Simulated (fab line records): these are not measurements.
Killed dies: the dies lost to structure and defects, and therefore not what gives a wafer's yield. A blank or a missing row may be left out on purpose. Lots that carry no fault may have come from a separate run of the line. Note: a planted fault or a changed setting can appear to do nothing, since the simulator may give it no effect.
Matching of chambers | flow gf180mcu | cmp-01 running GF_STI_CMP_25: 4 sister chambers
The step polishes, stops on Si3N4, t overpolish 33 s, target thk 524.6 nm. 16 wafers are shown with their chamber, then 8 later ones without.

## WAFERS WITH THEIR CHAMBER
wafer  | chamber | motorCurrentA (A) | timeToEndpointS (s) | slurryFilterDpKPa (kPa)
L632.2 | 3       | 12.7              | 128                 | 13.43
L632.5 | 3       | 12.6              | 134                 | 13.54
L632.6 | 0       | 13.6              | 125                 | 13.30
L634.2 | 3       | 12.6              | 131                 | 13.66
L634.3 | 1       | 11.1              | 126                 | 13.34
L634.6 | 2       | 10.7              | 126                 | 13.60
L637.1 | 0       | 12.8              | 119                 | 13.33
L637.2 | 2       | 11.1              | 119                 | 13.64
L637.5 | 1       | 10.6              | 119                 | 13.46
L638.4 | 1       | 10.9              | 117                 | 13.57
L638.5 | 1       | 10.4              | 120                 | 13.41
L638.6 | 2       | 10.7              | 121                 | 13.60
L641.2 | 2       | 11.0              | 118                 | 13.43
L641.3 | 0       | 12.7              | 111                 | 13.61
L641.6 | 0       | 13.3              | 117                 | 13.58
L653.1 | 0       | 13.2              | 117                 | 13.53

SIGNATURES, as means of the wafers listed above
reading           | chamber 0 | chamber 1 | chamber 2 | chamber 3 | scatter within a chamber
motorCurrentA     | 13.120    | 10.750    | 10.875    | 12.633    | 0.285
timeToEndpointS   | 117.80    | 120.50    | 121.00    | 131.00    | 4.1
slurryFilterDpKPa | 13.4700   | 13.4450   | 13.5675   | 13.5433   | 0.117
Rule: distance of a wafer from a chamber = root of the sum over the readings of ((wafer's reading minus chamber's mean) / reading's scatter) squared. The wafer belongs to the nearest chamber; if the next one is less than 2 further off, it can't be placed. The scatter: the root of (the sum of the squares of (reading less its chamber's mean) over the shown wafers, divided by (wafers less chambers)).

## WAFERS WHOSE CHAMBER IS MISSING
wafer  | motorCurrentA (A) | timeToEndpointS (s) | slurryFilterDpKPa (kPa)
L653.2 | 12.2              | 129                 | 13.34
L653.3 | 10.8              | 124                 | 13.64
L654.1 | 10.5              | 120                 | 13.68
L654.2 | 11.0              | 125                 | 13.63
L654.5 | 12.4              | 126                 | 13.52
L655.2 | 12.5              | 124                 | 13.38
L655.3 | 10.8              | 122                 | 13.39
L655.5 | 10.8              | 116                 | 13.72

## EACH ONE'S CHAMBER
wafer  | from the rows above     | in truth
L653.2 | 3                       | 3
L653.3 | can't be placed: 2 or 1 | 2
L654.1 | can't be placed: 2 or 1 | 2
L654.2 | can't be placed: 2 or 1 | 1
L654.5 | can't be placed: 3 or 0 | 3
L655.2 | can't be placed: 3 or 0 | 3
L655.3 | can't be placed: 1 or 2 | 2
L655.5 | can't be placed: 2 or 1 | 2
Correct placement for 1 of the 8. Can't be placed from these rows: 7 (the true chamber is among the candidates in 7). Wrongly placed: 0.
